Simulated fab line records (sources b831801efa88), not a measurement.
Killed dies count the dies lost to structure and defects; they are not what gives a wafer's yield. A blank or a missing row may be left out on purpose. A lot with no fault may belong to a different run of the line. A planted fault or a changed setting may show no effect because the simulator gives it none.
fab line records    flow sky130
[record] lots = 5  wafers = 23
route steps=708 shown VIA2@521 METAL3@533 CAPM@546 VIA3@594 METAL4@602 CAP2M@610
start-h: the number of hours between the record's first day and the start of the first shown wafer of the lot    wait-h: hours since the lot's step before    " same as the row above    L1.1+2: several wafers, shown together as one row    - value missing, or start not given    * or withheld: withheld    < > ~ a bound
route shown NAME@n: NAME is a module with steps in the file, n the number in the route of the first one    usual: mean/standard deviation taken from wafers without a fault    same: alike in all rows    chamber/n: place in a boat    sites: per-site readings    _std_site: standard deviation of those values    _edge_site: mean of outer sites minus mean of inner sites    radius-mm: how far each site lies from the wafer's centre    mask NAME#n: copy n    behind: the last tool/chamber to shape the wafer    hold: why the lot was held/for how many hours/how that ended    device: the n, p or np transistor that did not switch    end of line: tests of these same wafers at the route's end    where a step has no rows: the recipe by itself    killed: at the first sort, the dies lost to defects and structure; wafer yield is something else    map: shows each die of a wafer: x if killed, . if not, _ if none is there
set.NAME: the setting that was run; set.NAME@STEP: the one run at that earlier step    model.NAME: the simulator's own value behind a step, which no gauge read
lots whose settings were changed on purpose; a table a step, a row a wafer
[[steps]]
[step SKY_VIA2_ETCH_14]
[recipe] chemistry = N2/H2  target = BARC  ion-energy-ev = 200  source-w = 500  bias-w = 100  pressure-mtorr = 30  n2-flow-sccm = 100  h2-flow-sccm = 200  stop-on = SiO2  time-s = 45.9  target-depth-a = 600
[usual] oes-product-au = 0.856/0.0051
lot.wafer  tool         chamber  start-h  wait-h  set.time-s  oes-product-au  model.KrF-thick_of_VIA2_COAT_07.thk-nm
L074.2     rie-diel-01  0        842.58   0.0     45.9        0.848           393
L074.3     "            3        "        "       45.9        0.852           393.1
L074.4     "            1        "        "       45.9        0.847           392.9
L075.1     rie-diel-02  1        850.13   0.0     45.9        0.858           393.6
L075.2     "            0        "        "       45.9        0.861           393.3
L075.3     "            3        "        "       45.9        0.865           393.8
L075.5     "            3        "        "       51.46       0.831           389.2
L075.6     "            2        "        "       51.46       0.844           387.8
L080.1     rie-diel-03  0        897.20   0.0     45.9        0.868           389.5
L080.2     "            3        "        "       42.5        0.898           394
L080.3     "            2        "        "       45.9        0.851           392.8
L080.4     "            1        "        "       42.5        0.893           395.8
L080.5     "            1        "        "       42.5        0.896           396.1
L083.1     rie-diel-03  0        919.63   0.0     50.34       0.843           386.8
L083.2     "            2        "        "       45.9        0.859           392.3
L083.3     "            1        "        "       45.9        0.854           393.8
L083.5     "            3        "        "       45.9        0.858           393.5
L083.6     "            0        "        "       50.34       0.834           388.6
L085.1     rie-diel-03  1        935.40   0.0     45.9        0.857           392.6
L085.2     "            3        "        "       45.9        0.855           393.4
L085.3     "            0        "        "       45.9        0.857           391.6
L085.4     "            2        "        "       45.9        0.860           392.6
L085.6     "            2        "        "       45.9        0.860           392.3
[step SKY_VIA2_SPUTTER_20]
[recipe] material = TiN  target-thk-nm = 20  chamber-pressure-pa = 5  power-w = 4000  time-s = 80
lot.wafer  tool            chamber  start-h  wait-h  set.chamber-pressure-pa  model.TiN_of_VIA2_SPUTTER_20.thk-nm
L074.2     pvd-sputter-04  -        843.31   0.0     5                        20.05
L074.3     "               -        "        "       5                        20.53
L074.4     "               -        "        "       5                        20.33
L075.1     pvd-sputter-01  -        850.87   0.0     5                        19.99
L075.2     "               -        "        "       5                        20.03
L075.3     "               -        "        "       5                        20.06
L075.5     "               -        "        "       5                        19.88
L075.6     "               -        "        "       5                        19.92
L080.1     pvd-sputter-01  -        897.90   0.0     5                        20.17
L080.2     "               -        "        "       5                        20.21
L080.3     "               -        "        "       5                        19.94
L080.4     "               -        "        "       5                        20.05
L080.5     "               -        "        "       5                        20.12
L083.1     pvd-sputter-01  -        920.39   0.0     4.557                    21.73
L083.2     "               -        "        "       4.557                    21.95
L083.3     "               -        "        "       4.557                    21.97
L083.5     "               -        "        "       4.557                    21.76
L083.6     "               -        "        "       4.557                    21.65
L085.1+4   pvd-sputter-04  -        936.51   0.0     4.346                    22.72
L085.2     "               -        "        "       4.346                    22.91
L085.3     "               -        "        "       4.346                    23.1
L085.6     "               -        "        "       4.346                    22.53
[step SKY_METAL3_SPUTTER_01]
[recipe] material = TiN  target-thk-nm = 20  power-w = 6500  time-s = 16.7  chamber-pressure-pa = 0.4
lot.wafer  tool            chamber  start-h  wait-h  set.time-s  model.TiN_of_METAL3_SPUTTER_01.thk-nm
L074.2     pvd-sputter-02  -        844.01   0.0     16.7        19.83
L074.3     "               -        "        "       16.7        19.86
L074.4     "               -        "        "       16.7        19.92
L075.1     pvd-sputter-04  -        851.56   0.0     16.7        19.43
L075.2     "               -        "        "       16.7        19.85
L075.3     "               -        "        "       16.7        19.76
L075.5     "               -        "        "       16.7        19.37
L075.6     "               -        "        "       16.7        19.81
L080.1     pvd-sputter-02  -        898.59   0.0     14.64       17.69
L080.2     "               -        "        "       14.64       17.9
L080.3     "               -        "        "       14.64       17.85
L080.4     "               -        "        "       16.7        20.44
L080.5     "               -        "        "       16.7        20.4
L083.1     pvd-sputter-02  -        921.14   0.0     16.7        20.19
L083.2     "               -        "        "       16.7        20.28
L083.3     "               -        "        "       16.7        20.3
L083.5     "               -        "        "       16.7        20.12
L083.6     "               -        "        "       16.7        20.15
L085.1     pvd-sputter-02  -        937.20   0.0     16.7        19.95
L085.2     "               -        "        "       16.02       19.16
L085.3     "               -        "        "       16.02       19.1
L085.4     "               -        "        "       16.7        19.61
L085.6     "               -        "        "       16.7        20.12
[step SKY_CAPM_EXPOSE_09]
[recipe] mask-id = CAPM  na = 0.6  source-shape = conventional  sigma-outer = 0.6  polarization = unpolarized  target-cd-nm = 1000  dose-mj = 159
lot.wafer       tool              chamber  start-h  wait-h  mask    set.dose-mj
L074.2+3+4      iline-stepper-02  0        -        -       CAPM#0  159
L075.1+5+6      iline-stepper-01  0        -        -       CAPM#0  159
L075.2+3        "                 0        "        "       CAPM#0  163.5
L080.1+2+3+4+5  iline-stepper-01  0        -        -       CAPM#0  159
L083.1+3+5      iline-stepper-02  0        -        -       CAPM#0  159
L083.2+6        "                 0        "        "       CAPM#0  169.8
L085.1+2+6      iline-stepper-01  0        -        -       CAPM#0  153.9
L085.3+4        "                 0        "        "       CAPM#0  159
[step SKY_CAPM_METAL_ETCH_13]
[recipe] target-depth-nm = 220  stop-on = SiO2  chemistry = Cl2/BCl3  target = TiN  pressure-mtorr = 10  icp-w = 900  bias-w = 48.5  Cl2_flow_sccm = 60  bcl3-flow-sccm = 30  time-s = 62.9
lot.wafer  tool          chamber  start-h  wait-h  set.icp-w  set.dose-mj@CAPM_EXPOSE_09  model.CAPM.cd-nm  model.NOVOLAK_of_CAPM_COAT_07.thk-nm
L074.2     rie-metal-01  0        870.33   0.0     900        159                         999.4             1000
L074.3     "             0        "        "       900        159                         1000              1003
L074.4     "             1        "        "       900        159                         998.4             1002
L075.1     rie-metal-04  0        877.78   0.0     992.1      159                         996.9             985.7
L075.2     "             1        "        "       900        163.5                       988.7             998
L075.3     "             0        "        "       992.1      163.5                       987.7             980.8
L075.5     "             1        "        "       900        159                         997               995.5
L075.6     "             0        "        "       992.1      159                         997.4             985.2
L080.1     rie-metal-04  0        923.93   0.0     851.9      159                         1004              1003
L080.2     "             1        "        "       900        159                         1001              997.3
L080.3     "             1        "        "       851.9      159                         1002              1003
L080.4     "             0        "        "       851.9      159                         1002              1004
L080.5     "             1        "        "       900        159                         1004              998.3
L083.1     rie-metal-01  0        946.09   0.0     831.5      159                         1000              1005
L083.2     "             1        "        "       831.5      169.8                       979.9             1007
L083.3     "             1        "        "       831.5      159                         996.1             1005
L083.5     "             0        "        "       900        159                         999.2             994.8
L083.6     "             1        "        "       900        169.8                       979.4             999
L085.1     rie-metal-01  1        961.49   0.0     900        153.9                       1008              1000
L085.2     "             0        "        "       900        153.9                       1007              996.9
L085.3     "             0        "        "       900        159                         1000              1002
L085.4     "             1        "        "       900        159                         998.6             1002
L085.6     "             1        "        "       900        153.9                       1006              995.6
[step SKY_CAPM_STRIP_14]
[recipe] chemistry = O2/N2  power-w = 1400  pressure-mtorr = 1500  platen-temp-c = withheld  o2-flow-sccm = 3000  n2-flow-sccm = 300  overash-fraction = 0.5
[usual] strip-time-to-endpoint-s = 12.69/0.043
lot.wafer  tool             chamber  start-h  wait-h  set.icp-w@CAPM_METAL_ETCH_13  strip-time-to-endpoint-s
L074.2     plasma-asher-04  0        870.41   0.1     900                           12.73
L074.3     "                0        "        "       900                           12.77
L074.4     "                1        "        "       900                           12.76
L075.1     plasma-asher-02  1        877.86   0.1     992.1                         12.55
L075.2     "                0        "        "       900                           12.71
L075.3     "                1        "        "       992.1                         12.49
L075.5     "                1        "        "       900                           12.67
L075.6     "                0        "        "       992.1                         12.55
L080.1     plasma-asher-02  0        924.01   0.1     851.9                         12.76
L080.2     "                1        "        "       900                           12.68
L080.3     "                1        "        "       851.9                         12.76
L080.4     "                0        "        "       851.9                         12.78
L080.5     "                0        "        "       900                           12.71
L083.1     plasma-asher-03  0        946.17   0.1     831.5                         12.79
L083.2     "                1        "        "       831.5                         12.82
L083.3     "                0        "        "       831.5                         12.80
L083.5     "                0        "        "       900                           12.68
L083.6     "                1        "        "       900                           12.71
L085.1     plasma-asher-03  1        961.57   0.1     900                           12.74
L085.2     "                0        "        "       900                           12.70
L085.3     "                1        "        "       900                           12.75
L085.4     "                0        "        "       900                           12.77
L085.6     "                1        "        "       900                           12.67
[step SKY_METAL3_DEVELOP_12]
[recipe] develop-time-s = 60  resist = KrF-thick  dev-temp-c = 21
lot.wafer       tool            chamber  start-h  wait-h  set.develop-time-s
L074.2+3+4      litho-track-04  0        -        -       60
L075.1+6        litho-track-04  0        -        -       67.68
L075.2+3+5      "               0        "        "       60
L080.1+2+4      litho-track-02  0        -        -       66.67
L080.3+5        "               0        "        "       60
L083.1+2+3+5+6  litho-track-02  0        -        -       60
L085.1+3+6      litho-track-01  0        -        -       60
L085.2+4        "               0        "        "       52.91
[step SKY_METAL3_DESCUM_15]
[recipe] chemistry = O2  source-power-w = 150  bias-power-w = 0  pressure-mtorr = 10  temp-c = 40  time-s = 8
lot.wafer  tool          chamber  start-h  wait-h  set.develop-time-s@METAL3_DEVELOP_12  model.METAL3.cd-nm
L074.2     rie-metal-02  0        896.85   0.0     60                                    297.6
L074.3     "             0        "        "       60                                    299.1
L074.4     "             1        "        "       60                                    299.9
L075.1     rie-metal-03  0        904.45   0.0     67.68                                 296.5
L075.2     "             1        "        "       60                                    300.3
L075.3     "             0        "        "       60                                    298.5
L075.5     "             1        "        "       60                                    301.3
L075.6     "             0        "        "       67.68                                 296.7
L080.1     rie-metal-03  1        949.46   0.0     66.67                                 297.3
L080.2     "             0        "        "       66.67                                 295.8
L080.3     "             0        "        "       60                                    298.8
L080.4     "             1        "        "       66.67                                 295.5
L080.5     "             1        "        "       60                                    298.5
L083.1     rie-metal-03  0        971.31   0.0     60                                    300.3
L083.2     "             1        "        "       60                                    299.4
L083.3     "             0        "        "       60                                    300.9
L083.5     "             1        "        "       60                                    299.8
L083.6     "             0        "        "       60                                    300
L085.1     rie-metal-03  0        986.43   0.0     60                                    296
L085.2     "             1        "        "       52.91                                 300.5
L085.3     "             1        "        "       60                                    296.2
L085.4     "             0        "        "       52.91                                 298.5
L085.6     "             0        "        "       60                                    295.3
[step SKY_VIA3_CVD_21]
[recipe] material = W  target-thk-nm = 390  time-s = 117.31  temp-c = 400  pressure-torr = 40
lot.wafer  tool      chamber  start-h  wait-h  set.pressure-torr  model.W_of_VIA3_CVD_21.thk-nm
L074.2     cvd-w-01  0        924.39   0.0     40                 382.5
L074.3     "         0        "        "       40                 388.1
L074.4     "         1        "        "       40                 391.2
L075.1     cvd-w-02  0        932.01   0.0     40                 388.2
L075.2     "         1        "        "       40                 386.7
L075.3     "         1        "        "       40                 385.8
L075.5     "         0        "        "       40                 391.8
L075.6     "         1        "        "       40                 387.4
L080.1     cvd-w-02  0        976.28   0.0     35.25              361.4
L080.2     "         1        "        "       35.25              359.9
L080.3     "         0        "        "       35.25              364.8
L080.4     "         1        "        "       35.25              364.1
L080.5     "         0        "        "       35.25              367.1
L083.1     cvd-w-01  1        997.81   0.0     40                 386.7
L083.2+6   "         0        "        "       40                 383.8
L083.3     "         1        "        "       40                 386.3
L083.5     "         1        "        "       40                 388.5
L085.1+2   cvd-w-02  1,0      1012.49  0.0     42.11              403.4
L085.3     "         0        "        "       42.11              403.2
L085.4     "         1        "        "       42.11              403.1
L085.6     "         0        "        "       42.11              397.8
[step SKY_VIA3_RS_MEAS_22]
[recipe] thk-meas-gauge = four-point-probe  reads = W_of_VIA3_CVD_21+TiN_of_VIA3_SPUTTER_20
[usual] VIA3_W_RS = 0.2958/0.0027
lot.wafer  tool           chamber  start-h  wait-h  set.pressure-torr@VIA3_CVD_21  VIA3_W_RS[ohm/sq]
L074.2     film-metro-04  -        924.53   0.1     40                             0.2997
L074.3     "              -        "        "       40                             0.2955
L074.4     "              -        "        "       40                             0.2929
L075.1     film-metro-03  -        932.13   0.1     40                             0.2946
L075.2     "              -        "        "       40                             0.2957
L075.3     "              -        "        "       40                             0.2963
L075.5     "              -        "        "       40                             0.2923
L075.6     "              -        "        "       40                             0.2953
L080.1     film-metro-03  -        976.40   0.1     35.25                          0.3176
L080.2     "              -        "        "       35.25                          0.3183
L080.3     "              -        "        "       35.25                          0.3144
L080.4     "              -        "        "       35.25                          0.3148
L080.5     "              -        "        "       35.25                          0.3128
L083.1     film-metro-03  -        997.93   0.1     40                             0.2963
L083.2     "              -        "        "       40                             0.2984
L083.3     "              -        "        "       40                             0.2959
L083.5     "              -        "        "       40                             0.2949
L083.6     "              -        "        "       40                             0.2985
L085.1     film-metro-02  -        1012.61  0.1     42.11                          0.2847
L085.2     "              -        "        "       42.11                          0.2840
L085.3     "              -        "        "       42.11                          0.2843
L085.4     "              -        "        "       42.11                          0.2843
L085.6     "              -        "        "       42.11                          0.2883
[step SKY_METAL4_SPUTTER_04]
[recipe] material = TiN  target-thk-nm = 70  power-w = 6500  time-s = 58.3  chamber-pressure-pa = 0.4
lot.wafer  tool            chamber  start-h  wait-h  set.power-w  model.TiN_of_METAL4_SPUTTER_04.thk-nm
L074.2     pvd-sputter-04  -        925.10   0.0     6500         69.82
L074.3     "               -        "        "       6500         70.55
L074.4     "               -        "        "       6500         70.05
L075.1     pvd-sputter-02  -        932.71   0.0     6500         69.24
L075.2     "               -        "        "       7191         77.23
L075.3     "               -        "        "       7191         77.13
L075.5     "               -        "        "       6500         69.31
L075.6     "               -        "        "       7191         77.06
L080.1     pvd-sputter-02  -        976.99   0.0     6500         69.79
L080.2     "               -        "        "       6875         74.7
L080.3     "               -        "        "       6500         70.78
L080.4     "               -        "        "       6875         73.97
L080.5     "               -        "        "       6500         70.71
L083.1     pvd-sputter-02  -        998.66   0.0     6500         68.81
L083.2     "               -        "        "       6500         69.67
L083.3     "               -        "        "       6500         68.6
L083.5     "               -        "        "       6500         68.69
L083.6     "               -        "        "       6500         68.75
L085.1     pvd-sputter-02  -        1015.30  0.0     6500         71.04
L085.2     "               -        "        "       6500         70.99
L085.3     "               -        "        "       6500         71.46
L085.4     "               -        "        "       6500         70
L085.6     "               -        "        "       6500         70.39
[step SKY_CAP2M_COAT_07]
[recipe] resist = NOVOLAK  spin-rpm = 3000  resist-thk-nm = 1140
lot.wafer   tool            chamber  start-h  wait-h  set.resist-thk-nm  model.NOVOLAK_of_CAP2M_COAT_07.thk-nm
L074.2      litho-track-01  0        937.41   0.1     1140               1136
L074.3      "               0        "        "       1140               1138
L074.4      "               0        "        "       1140               1135
L075.1+2+5  litho-track-03  0        945.18   0.1     1184               1184
L075.3      "               0        "        "       1140               1142
L075.6      "               0        "        "       1140               1141
L080.1+4    litho-track-03  0        988.48   0.1     1168               1171
L080.2      "               0        "        "       1140               1142
L080.3      "               0        "        "       1168               1169
L080.5      "               0        "        "       1140               1144
L083.1      litho-track-03  0        1010.28  0.1     1140               1145
L083.2      "               0        "        "       1115               1115
L083.3      "               0        "        "       1140               1141
L083.5      "               0        "        "       1115               1116
L083.6      "               0        "        "       1115               1118
L085.1      litho-track-01  0        1025.54  0.1     1140               1141
L085.2      "               0        "        "       1140               1142
L085.3      "               0        "        "       1140               1143
L085.4      "               0        "        "       1195               1190
L085.6      "               0        "        "       1195               1189
[step SKY_CAP2M_DEVELOP_11]
[recipe] resist = NOVOLAK  developer = TMAH  develop-time-s = 60  dev-temp-c = 23
lot.wafer   tool            chamber  start-h  wait-h  set.dev-temp-c
L074.2+3+4  litho-track-03  0        949.55   0.1     23
L075.1+2+3  litho-track-03  0        957.28   0.1     19.64
L075.5+6    "               0        "        "       23
L080.1+2+5  litho-track-04  0        1000.09  0.1     20.84
L080.3+4    "               0        "        "       23
L083.1+2+5  litho-track-01  0        1021.69  0.1     23
L083.3+6    "               0        "        "       19.76
L085.1+3    litho-track-03  0        1037.63  0.1     23
L085.2+4+6  "               0        "        "       25.52
[step SKY_CAP2M_METAL_ETCH_13]
[recipe] target-depth-nm = 220  stop-on = SiO2  chemistry = Cl2/BCl3  target = TiN  pressure-mtorr = 10  icp-w = 900  bias-w = 48.5  Cl2_flow_sccm = 60  bcl3-flow-sccm = 30  time-s = 62.9
lot.wafer  tool          chamber  start-h  wait-h  set.dev-temp-c@CAP2M_DEVELOP_11  model.CAP2M.cd-nm
L074.2+4   rie-metal-04  1,0      949.71   0.0     23                               1001
L074.3     "             1        "        "       23                               1003
L075.1     rie-metal-02  1        957.46   0.0     19.64                            993.6
L075.2     "             1        "        "       19.64                            992.6
L075.3     "             1        "        "       19.64                            991.7
L075.5     "             1        "        "       23                               -
L075.6     "             1        "        "       23                               999.4
L080.1     rie-metal-03  1        1000.28  0.0     20.84                            991
L080.2     "             0        "        "       20.84                            987.4
L080.3     "             0        "        "       23                               996.7
L080.4     "             1        "        "       23                               996.9
L080.5     "             1        "        "       20.84                            990.9
L083.1     rie-metal-03  1        1021.87  0.0     23                               998.8
L083.2     "             0        "        "       23                               994.9
L083.3     "             0        "        "       19.76                            988.1
L083.5     "             1        "        "       23                               997.5
L083.6     "             0        "        "       19.76                            986.7
L085.1     rie-metal-02  0        1037.81  0.0     23                               1000
L085.2     "             1        "        "       25.52                            1007
L085.3     "             0        "        "       23                               1001
L085.4     "             1        "        "       25.52                            1013
L085.6     "             1        "        "       25.52                            1014
[step SKY_CAP2M_STRIP_14]
[recipe] chemistry = O2/N2  power-w = 1400  pressure-mtorr = 1500  platen-temp-c = withheld  o2-flow-sccm = 3000  n2-flow-sccm = 300  overash-fraction = 0.5
[usual] strip-time-to-endpoint-s = 12.65/0.039
lot.wafer  tool             chamber  start-h  wait-h  set.resist-thk-nm@CAP2M_COAT_07  strip-time-to-endpoint-s
L074.2     plasma-asher-01  1        949.79   0.1     1140                             12.63
L074.3     "                1        "        "       1140                             12.66
L074.4     "                0        "        "       1140                             12.59
L075.1     plasma-asher-04  0        957.62   0.1     1184                             13.11
L075.2     "                1        "        "       1184                             13.09
L075.3     "                1        "        "       1140                             12.67
L075.5     "                0        "        "       1184                             13.11
L075.6     "                1        "        "       1140                             12.66
L080.1     plasma-asher-04  0        1000.36  0.1     1168                             12.90
L080.2     "                1        "        "       1140                             12.64
L080.3     "                1        "        "       1168                             12.93
L080.4     "                0        "        "       1168                             12.91
L080.5     "                1        "        "       1140                             12.65
L083.1     plasma-asher-04  1        1021.95  0.1     1140                             12.67
L083.2     "                0        "        "       1115                             12.35
L083.3     "                0        "        "       1140                             12.66
L083.5     "                0        "        "       1115                             12.34
L083.6     "                1        "        "       1115                             12.39
L085.1     plasma-asher-01  0        1037.89  0.1     1140                             12.65
L085.2     "                1        "        "       1140                             12.64
L085.3     "                1        "        "       1140                             12.66
L085.4     "                0        "        "       1195                             13.15
L085.6     "                1        "        "       1195                             13.13
[step SKY_METAL4_EXPOSE_10]
[recipe] mask-id = MM4  na = 0.68  source-shape = annular  sigma-inner = 0.4  sigma-outer = 0.8  target-cd-nm = 300  dose-mj = 28
lot.wafer   tool            chamber  start-h  wait-h  mask   set.dose-mj
L074.2+3+4  krf-scanner-01  0        -        -       MM4#0  28
L075.1+3    krf-scanner-01  0        -        -       MM4#0  28
L075.2+5+6  "               0        "        "       MM4#0  29.91
L080.1+4    krf-scanner-01  0        -        -       MM4#0  26.28
L080.2+3+5  "               0        "        "       MM4#0  28
L083.1+3+6  krf-scanner-02  0        -        -       MM4#0  28
L083.2+5    "               0        "        "       MM4#0  26.93
L085.1+6    krf-scanner-01  0        -        -       MM4#0  28.94
L085.2+3+4  "               0        "        "       MM4#0  28
[step SKY_METAL4_PEB_11]
[recipe] peb-temp-c = withheld  peb-time-s = withheld  resist = KrF-thick
[step SKY_METAL4_DEVELOP_12]
[recipe] develop-time-s = 60  resist = KrF-thick  dev-temp-c = 21
[step SKY_METAL4_CD_MEAS_13]
[recipe] target-cd-nm = 300
[usual] cd-nm = 300.3/1.3
lot.wafer  tool       chamber  start-h  wait-h  set.dose-mj@METAL4_EXPOSE_10  cd-nm
L074.2     cd-sem-02  -        975.38   -       28                            299.5
L074.3     "          -        "        "       28                            298.6
L074.4     "          -        "        "       28                            299.3
L075.1     cd-sem-01  -        982.06   -       28                            299.7
L075.2     "          -        "        "       29.91                         287.6
L075.3     "          -        "        "       28                            299.1
L075.5     "          -        "        "       29.91                         286.5
L075.6     "          -        "        "       29.91                         285.8
L080.1     cd-sem-02  -        1022.31  -       26.28                         311.3
L080.2     "          -        "        "       28                            300.7
L080.3     "          -        "        "       28                            300.9
L080.4     "          -        "        "       26.28                         311.5
L080.5     "          -        "        "       28                            300.7
L083.1     cd-sem-02  -        1044.66  -       28                            301.7
L083.2     "          -        "        "       26.93                         308.0
L083.3     "          -        "        "       28                            302.7
L083.5     "          -        "        "       26.93                         308.4
L083.6     "          -        "        "       28                            301.4
L085.1     cd-sem-02  -        1060.68  -       28.94                         295.7
L085.2     "          -        "        "       28                            299.3
L085.3     "          -        "        "       28                            299.9
L085.4     "          -        "        "       28                            301.2
L085.6     "          -        "        "       28.94                         294.0
[step SKY_METAL4_DESCUM_15]
[recipe] chemistry = O2  source-power-w = 150  bias-power-w = 0  pressure-mtorr = 10  temp-c = 40  time-s = 8
lot.wafer  tool          chamber  start-h  wait-h  set.dose-mj@METAL4_EXPOSE_10  model.METAL4.cd-nm
L074.2     rie-metal-04  0        975.51   0.0     28                            299.1
L074.3     "             0        "        "       28                            298.4
L074.4     "             1        "        "       28                            300.2
L075.1     rie-metal-04  0        982.21   0.0     28                            300.1
L075.2     "             1        "        "       29.91                         288.6
L075.3     "             1        "        "       28                            300.6
L075.5     "             1        "        "       29.91                         287.4
L075.6     "             0        "        "       29.91                         286.1
L080.1     rie-metal-02  1        1022.46  0.0     26.28                         310.6
L080.2     "             0        "        "       28                            300.5
L080.3     "             0        "        "       28                            300.9
L080.4     "             1        "        "       26.28                         310.8
L080.5     "             1        "        "       28                            300.3
L083.1+3   rie-metal-04  1,0      1044.82  0.0     28                            302.7
L083.2     "             0        "        "       26.93                         307.8
L083.5     "             0        "        "       26.93                         308.3
L083.6     "             1        "        "       28                            302.8
L085.1     rie-metal-04  1        1060.83  0.0     28.94                         295.9
L085.2     "             0        "        "       28                            299.3
L085.3     "             1        "        "       28                            300.5
L085.4     "             0        "        "       28                            301.1
L085.6     "             0        "        "       28.94                         293.7
[[key]]
[split] step = SKY_VIA2_ETCH_14  setting = time-s  stated = 45.9  by = wafer
[response] step = SKY_VIA2_ETCH_14  reading = oes-product-au  change = -0.00248  per = 1%  r = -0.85
[response] step = SKY_VIA2_ETCH_14  reading = model.KrF-thick_of_VIA2_COAT_07.thk-nm  change = -0.492  per = 1%  r = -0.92
[split] step = SKY_VIA2_SPUTTER_20  setting = chamber-pressure-pa  stated = 5  by = lot
[response] step = SKY_VIA2_SPUTTER_20  reading = model.TiN_of_VIA2_SPUTTER_20.thk-nm  change = -0.203  per = 1%  r = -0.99
[split] step = SKY_METAL3_SPUTTER_01  setting = time-s  stated = 16.7  by = wafer
[response] step = SKY_METAL3_SPUTTER_01  reading = model.TiN_of_METAL3_SPUTTER_01.thk-nm  change = +0.209  per = 1%  r = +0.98
[split] step = SKY_CAPM_EXPOSE_09  setting = dose-mj  stated = 159  by = wafer
[response] step = SKY_CAPM_METAL_ETCH_13  reading = model.CAPM.cd-nm  change = -2.76  per = 1%  r = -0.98
[split] step = SKY_CAPM_METAL_ETCH_13  setting = icp-w  stated = 900  by = wafer
[response] step = SKY_CAPM_METAL_ETCH_13  reading = model.NOVOLAK_of_CAPM_COAT_07.thk-nm  change = -1.19  per = 1%  r = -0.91
[response] step = SKY_CAPM_STRIP_14  reading = strip-time-to-endpoint-s  change = *  per = 1%  r = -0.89
[split] step = SKY_METAL3_DEVELOP_12  setting = develop-time-s  stated = 60  by = wafer
[response] step = SKY_METAL3_DESCUM_15  reading = model.METAL3.cd-nm  change = -0.267  per = 1%  r = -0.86
[split] step = SKY_VIA3_CVD_21  setting = pressure-torr  stated = 40  by = lot
[response] step = SKY_VIA3_CVD_21  reading = model.W_of_VIA3_CVD_21.thk-nm  change = +2.18  per = 1%  r = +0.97
[response] step = SKY_VIA3_RS_MEAS_22  reading = VIA3_W_RS  change = -0.00174  per = 1%  r = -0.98
[split] step = SKY_METAL4_SPUTTER_04  setting = power-w  stated = 6500  by = wafer
[response] step = SKY_METAL4_SPUTTER_04  reading = model.TiN_of_METAL4_SPUTTER_04.thk-nm  change = +0.726  per = 1%  r = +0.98
[split] step = SKY_CAP2M_COAT_07  setting = resist-thk-nm  stated = 1140  by = wafer
[response] step = SKY_CAP2M_COAT_07  reading = model.NOVOLAK_of_CAP2M_COAT_07.thk-nm  change = +10.6  per = 1%  r = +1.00
[response] step = SKY_CAP2M_STRIP_14  reading = strip-time-to-endpoint-s  change = *  per = 1%  r = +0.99
[split] step = SKY_CAP2M_DEVELOP_11  setting = dev-temp-c  stated = 23  by = wafer
[response] step = SKY_CAP2M_METAL_ETCH_13  reading = model.CAP2M.cd-nm  change = +0.697  per = 1%  r = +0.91
[split] step = SKY_METAL4_EXPOSE_10  setting = dose-mj  stated = 28  by = wafer
[response] step = SKY_METAL4_CD_MEAS_13  reading = cd-nm  change = -1.77  per = 1%  r = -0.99
[response] step = SKY_METAL4_DESCUM_15  reading = model.METAL4.cd-nm  change = -1.72  per = 1%  r = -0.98
